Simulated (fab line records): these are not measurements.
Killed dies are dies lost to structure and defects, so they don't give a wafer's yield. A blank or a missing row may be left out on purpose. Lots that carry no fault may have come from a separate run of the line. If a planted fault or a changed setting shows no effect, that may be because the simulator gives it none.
A lot that was struck, set against a sound lot || flow sky130 || 15 out of 708 route steps
Sound: the wafers L798.4, L798.5, L798.6. Struck: wafers L795.1, L795.2, L795.4. The cause is given at the end.
Order at every step that has rows: each side's tool, ch and its chambers, its first start. Under that, the readings that differ: sound wafers || struck wafers || difference of the means || sigmas: that difference in standard deviations of wafers without a fault.
alike: same words and numbers on both sides, and readings whose means sit less than 2 such deviations apart. not compared: any withheld reading, any reading some wafer has no value for, any bound like >300 that may hide the same value, and any number with overlapping values for which the record gives no deviation.
A row with sigmas, a row that says differs or no value, or rows on one side alone: a step with any of these is where the two part. Numbers that have no deviation but don't overlap get no sigmas and don't part them. A reading that every wafer of one side lacks parts them only if that side has two wafers or more.

first, 3 steps without rows for these wafers: SKY_PASSIVATION_EXPOSE_08 (exposes mask NSM, target cd 3000 nm); SKY_PASSIVATION_PEB_09; SKY_PASSIVATION_DEVELOP_10 (develop time 60 s).
SKY_PASSIVATION_ETCH_11: etches the open film in CF4/O2, stops on AlCu, target depth 725 nm, time 161.1 s.
  sound on rie_diel-02 ch 2,3, day 48 07:34; struck on rie_diel-03 ch 1,2,3, day 47 18:49
  alike: drypump_motor_current_A, oes_product_au, throttle_valve_pct
  not compared: rf_hours_counter_h
SKY_PASSIVATION_STRIP_12: strips in O2/N2.
  sound on plasma_asher-04 ch 0,1, day 48 07:42; struck on plasma_asher-03 ch 0,1, day 47 18:55
  alike: drypump_motor_current_A, o2_flow_sccm, oes_product_au, strip_time_to_endpoint_s
  not compared: rf_hours_counter_h
then, 7 steps without rows for these wafers: SKY_PAD_OPEN_DEHYDRATE_00 (time 60 s); SKY_PAD_OPEN_HMDS_01 (prime time 60 s); SKY_PAD_OPEN_COAT_02 (resist thk 3000 nm); SKY_PAD_OPEN_SOFTBAKE_03; SKY_PAD_OPEN_EXPOSE_04 (exposes mask PDM, target cd 60000 nm); SKY_PAD_OPEN_PEB_05; SKY_PAD_OPEN_DEVELOP_06 (develop time 60 s).
SKY_PAD_OPEN_ETCH_07: etches the open film in CF4/O2, stops on AlCu, target depth 725 nm, time 161.1 s.
  sound on rie_diel-02 ch 1,2,3, day 49 01:43; struck on rie_diel-01 ch 0,2,3, day 48 14:14
{"reading": "oes_product_au (a.u.)", "sound": "0.982 0.978 0.979", "struck": "0.905 0.903 0.905", "difference": -0.075, "sigmas": -11}
{"reading": "throttle_valve_pct (%)", "sound": "5.972 5.961 5.967", "struck": "5.945 5.949 5.944", "difference": -0.021, "sigmas": -2}
{"reading": "model.etch.depth_nm (nm)", "sound": "706.6 714.7 710.4", "struck": "609.2 618.4 625.5", "difference": -92.9, "sigmas": ""}
{"reading": "model.PAD_OPEN.feature_depth_nm (nm)", "sound": "706.6 714.7 710.4", "struck": "609.2 618.4 625.5", "difference": -92.9, "sigmas": ""}
  alike: drypump_motor_current_A
  not compared: rf_hours_counter_h
SKY_PAD_OPEN_STRIP_08: strips in O2/N2.
  sound on plasma_asher-04 ch 0,1, day 49 01:51; struck on plasma_asher-01 ch 0,1, day 48 14:20
  alike: drypump_motor_current_A, o2_flow_sccm, oes_product_au, strip_time_to_endpoint_s
  not compared: rf_hours_counter_h
SKY_PAD_OPEN_PROBE_99:
  sound on prober-02 at day 49 04:11; struck on prober-01 at day 48 16:34
{"reading": "model.etest.tester.sort_n_pass", "sound": "410 409 412", "struck": "18 46 22", "difference": -382, "sigmas": ""}
{"reading": "model.etest.tester.sort_yield_pct (%)", "sound": "83.33 83.13 83.74", "struck": "3.659 9.35 4.472", "difference": -77.573, "sigmas": ""}
{"reading": "model.etest.tester.sort_bin_5_pct (%)", "sound": "11.38 10.37 8.943", "struck": "90.65 82.11 88.21", "difference": "+76.76", "sigmas": ""}
{"reading": "model.etest.sonos_erased.open", "sound": "0 0 0", "struck": "1 1 1", "difference": "+1", "sigmas": ""}
{"reading": "model.etest.cap_mim.open", "sound": "0 0 0", "struck": "1 1 1", "difference": "+1", "sigmas": ""}
{"reading": "model.etest.diode_pdiff_fingers.under_floor", "sound": "0 0 0", "struck": "1 1 1", "difference": "+1", "sigmas": ""}
{"reading": "model.etest.via1_chain.open", "sound": "0 0 0", "struck": "1 1 1", "difference": "+1", "sigmas": ""}
{"reading": "model.etest.met2.open", "sound": "0 0 0", "struck": "1 1 1", "difference": "+1", "sigmas": ""}
  alike: defect_limited_yield, killed_at_M0_to_M3, killed_at_M4_up, killed_at_contacts, killed_at_front_end, killed_at_other, killed_dies, killed_open, killed_short

== WHERE THEY PART ==
At SKY_PAD_OPEN_ETCH_07 and nowhere else, as far as this record goes. Later steps at which nothing parts them and some readings are alike: SKY_PAD_OPEN_STRIP_08, SKY_PAD_OPEN_PROBE_99.

WHY: whatever the simulator had introduced
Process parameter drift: rie_diel-01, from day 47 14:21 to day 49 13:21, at SKY_PAD_OPEN_ETCH_07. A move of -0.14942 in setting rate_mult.
